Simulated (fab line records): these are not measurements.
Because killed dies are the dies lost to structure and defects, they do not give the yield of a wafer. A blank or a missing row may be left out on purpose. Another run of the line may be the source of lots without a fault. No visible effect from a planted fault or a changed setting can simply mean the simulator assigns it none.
Lot-split experiment / flow sfqLine / route with 325 steps; 5 lots, 23 wafers read

THE SPLIT ITSELF
At SFQ_TRILAYER_M8_LITHO_COAT_193 (resist thk 600 nm), the setting resistThkNm was moved away from the recipe's 600 nm on 10 of the 23 wafers read, by +2.1% to +5.0%. For the rest of the wafers, this setting stayed at what the recipe calls for.

The split's own step is where the reading is taken.

THE READING
KrF_of_TRILAYER_M8_LITHO_COAT_193.thkNm (the simulator's own value, which no gauge read), in nm, at SFQ_TRILAYER_M8_LITHO_COAT_193 (resist thk 600 nm). There is no usual value for it anywhere in the file. Here, 13 wafers ran the recipe; their average is 600.0 nm with a standard deviation of 2 nm.

wafer=L076.1; tool, chamber at the split=lithoTrack-04, 0; resistThkNm as run, nm=600; against the recipe=recipe; KrF_of_TRILAYER_M8_LITHO_COAT_193.thkNm, nm=603; against lot-mates on the recipe=-
wafer=L076.3; tool, chamber at the split=lithoTrack-04, 0; resistThkNm as run, nm=600; against the recipe=recipe; KrF_of_TRILAYER_M8_LITHO_COAT_193.thkNm, nm=601.2; against lot-mates on the recipe=-
wafer=L076.5; tool, chamber at the split=lithoTrack-04, 0; resistThkNm as run, nm=600; against the recipe=recipe; KrF_of_TRILAYER_M8_LITHO_COAT_193.thkNm, nm=602.6; against lot-mates on the recipe=-
wafer=L077.1; tool, chamber at the split=lithoTrack-02, 0; resistThkNm as run, nm=612.7; against the recipe=+2.1%; KrF_of_TRILAYER_M8_LITHO_COAT_193.thkNm, nm=616; against lot-mates on the recipe=+14.1
wafer=L077.6; tool, chamber at the split=lithoTrack-02, 0; resistThkNm as run, nm=612.7; against the recipe=+2.1%; KrF_of_TRILAYER_M8_LITHO_COAT_193.thkNm, nm=616; against lot-mates on the recipe=+14.1
wafer=L077.2; tool, chamber at the split=lithoTrack-02, 0; resistThkNm as run, nm=600; against the recipe=recipe; KrF_of_TRILAYER_M8_LITHO_COAT_193.thkNm, nm=600.8; against lot-mates on the recipe=-
wafer=L077.3; tool, chamber at the split=lithoTrack-02, 0; resistThkNm as run, nm=612.7; against the recipe=+2.1%; KrF_of_TRILAYER_M8_LITHO_COAT_193.thkNm, nm=616.6; against lot-mates on the recipe=+14.7
wafer=L077.5; tool, chamber at the split=lithoTrack-02, 0; resistThkNm as run, nm=600; against the recipe=recipe; KrF_of_TRILAYER_M8_LITHO_COAT_193.thkNm, nm=603; against lot-mates on the recipe=-
wafer=L078.1; tool, chamber at the split=lithoTrack-03, 0; resistThkNm as run, nm=600; against the recipe=recipe; KrF_of_TRILAYER_M8_LITHO_COAT_193.thkNm, nm=597; against lot-mates on the recipe=-
wafer=L078.2; tool, chamber at the split=lithoTrack-03, 0; resistThkNm as run, nm=600; against the recipe=recipe; KrF_of_TRILAYER_M8_LITHO_COAT_193.thkNm, nm=598.8; against lot-mates on the recipe=-
wafer=L078.3; tool, chamber at the split=lithoTrack-03, 0; resistThkNm as run, nm=629.8; against the recipe=+5.0%; KrF_of_TRILAYER_M8_LITHO_COAT_193.thkNm, nm=627.1; against lot-mates on the recipe=+29.2
wafer=L078.5; tool, chamber at the split=lithoTrack-03, 0; resistThkNm as run, nm=600; against the recipe=recipe; KrF_of_TRILAYER_M8_LITHO_COAT_193.thkNm, nm=597.9; against lot-mates on the recipe=-
wafer=L078.6; tool, chamber at the split=lithoTrack-03, 0; resistThkNm as run, nm=629.8; against the recipe=+5.0%; KrF_of_TRILAYER_M8_LITHO_COAT_193.thkNm, nm=628.9; against lot-mates on the recipe=+31.0
wafer=L083.2; tool, chamber at the split=lithoTrack-02, 0; resistThkNm as run, nm=614.2; against the recipe=+2.4%; KrF_of_TRILAYER_M8_LITHO_COAT_193.thkNm, nm=612.2; against lot-mates on the recipe=+13.9
wafer=L083.3; tool, chamber at the split=lithoTrack-02, 0; resistThkNm as run, nm=600; against the recipe=recipe; KrF_of_TRILAYER_M8_LITHO_COAT_193.thkNm, nm=597.6; against lot-mates on the recipe=-
wafer=L083.4; tool, chamber at the split=lithoTrack-02, 0; resistThkNm as run, nm=600; against the recipe=recipe; KrF_of_TRILAYER_M8_LITHO_COAT_193.thkNm, nm=598.2; against lot-mates on the recipe=-
wafer=L083.5; tool, chamber at the split=lithoTrack-02, 0; resistThkNm as run, nm=614.2; against the recipe=+2.4%; KrF_of_TRILAYER_M8_LITHO_COAT_193.thkNm, nm=612.8; against lot-mates on the recipe=+14.5
wafer=L083.6; tool, chamber at the split=lithoTrack-02, 0; resistThkNm as run, nm=600; against the recipe=recipe; KrF_of_TRILAYER_M8_LITHO_COAT_193.thkNm, nm=599.1; against lot-mates on the recipe=-
wafer=L085.1; tool, chamber at the split=lithoTrack-04, 0; resistThkNm as run, nm=600; against the recipe=recipe; KrF_of_TRILAYER_M8_LITHO_COAT_193.thkNm, nm=600.9; against lot-mates on the recipe=-
wafer=L085.2; tool, chamber at the split=lithoTrack-04, 0; resistThkNm as run, nm=613; against the recipe=+2.2%; KrF_of_TRILAYER_M8_LITHO_COAT_193.thkNm, nm=614.2; against lot-mates on the recipe=+13.5
wafer=L085.3; tool, chamber at the split=lithoTrack-04, 0; resistThkNm as run, nm=613; against the recipe=+2.2%; KrF_of_TRILAYER_M8_LITHO_COAT_193.thkNm, nm=613.4; against lot-mates on the recipe=+12.7
wafer=L085.5; tool, chamber at the split=lithoTrack-04, 0; resistThkNm as run, nm=600; against the recipe=recipe; KrF_of_TRILAYER_M8_LITHO_COAT_193.thkNm, nm=600.5; against lot-mates on the recipe=-
wafer=L085.6; tool, chamber at the split=lithoTrack-04, 0; resistThkNm as run, nm=613; against the recipe=+2.2%; KrF_of_TRILAYER_M8_LITHO_COAT_193.thkNm, nm=613.5; against lot-mates on the recipe=+12.8

FIT RESULTS
A straight line over all 23 wafers: KrF_of_TRILAYER_M8_LITHO_COAT_193.thkNm changes by +5.88 nm for each +1% of resistThkNm; r = +0.97; the points scatter about the line by 2.2 nm.
The same after taking each lot's own level away (the mean of its wafers on the recipe; 23 wafers): +6.12 nm for each +1%; r = +1.00; scatter 0.85 nm.
That fit puts the effect of the largest move of resistThkNm on the reading at 30 nm.
Measured against the standard deviation above, the lots' own levels, which go from 597.90 to 602.27 nm, span 2.2 times it.
So the lot-to-lot level changes the slope little: the two slopes agree.
Check: for one of the wafers moved furthest among these (+5.0%), held out of the fit, the line's prediction against its lot-mates is +31 nm. Against them it came out at +29.2 nm.

THESE WAFERS: OTHER SPLITS
These wafers also went through other splits before the reading. Each is held against what the fit with the lots' levels taken away leaves over:
other split on the same wafers=SFQ_TRILAYER_C5_LITHO_COAT_156 spinRpm; wafers away from the commonest value=6; r with KrF_of_TRILAYER_M8_LITHO_COAT_193.thkNm (lot level and that fit taken away)=+0.44
other split on the same wafers=SFQ_TRILAYER_I6_VIA_LITHO_COAT_169 spinRpm; wafers away from the commonest value=8; r with KrF_of_TRILAYER_M8_LITHO_COAT_193.thkNm (lot level and that fit taken away)=+0.07
other split on the same wafers=SFQ_TRILAYER_I6_VIA_LITHO_PEB_172 pebTempC; wafers away from the commonest value=9; r with KrF_of_TRILAYER_M8_LITHO_COAT_193.thkNm (lot level and that fit taken away)=+0.43
other split on the same wafers=SFQ_TRILAYER_M7_LITHO_COAT_182 spinRpm; wafers away from the commonest value=6; r with KrF_of_TRILAYER_M8_LITHO_COAT_193.thkNm (lot level and that fit taken away)=+0.27
other split on the same wafers=SFQ_TRILAYER_M7_LITHO_EXPOSE_178 doseMj; wafers away from the commonest value=3; r with KrF_of_TRILAYER_M8_LITHO_COAT_193.thkNm (lot level and that fit taken away)=-0.05
other split on the same wafers=SFQ_TRILAYER_I7_VIA_LITHO_COAT_192 spinRpm; wafers away from the commonest value=5; r with KrF_of_TRILAYER_M8_LITHO_COAT_193.thkNm (lot level and that fit taken away)=-0.54

THE FILE'S OWN FIT
KrF_of_TRILAYER_M8_LITHO_COAT_193.thkNm changes by +6.13 nm for each +1% of resistThkNm, r = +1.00.
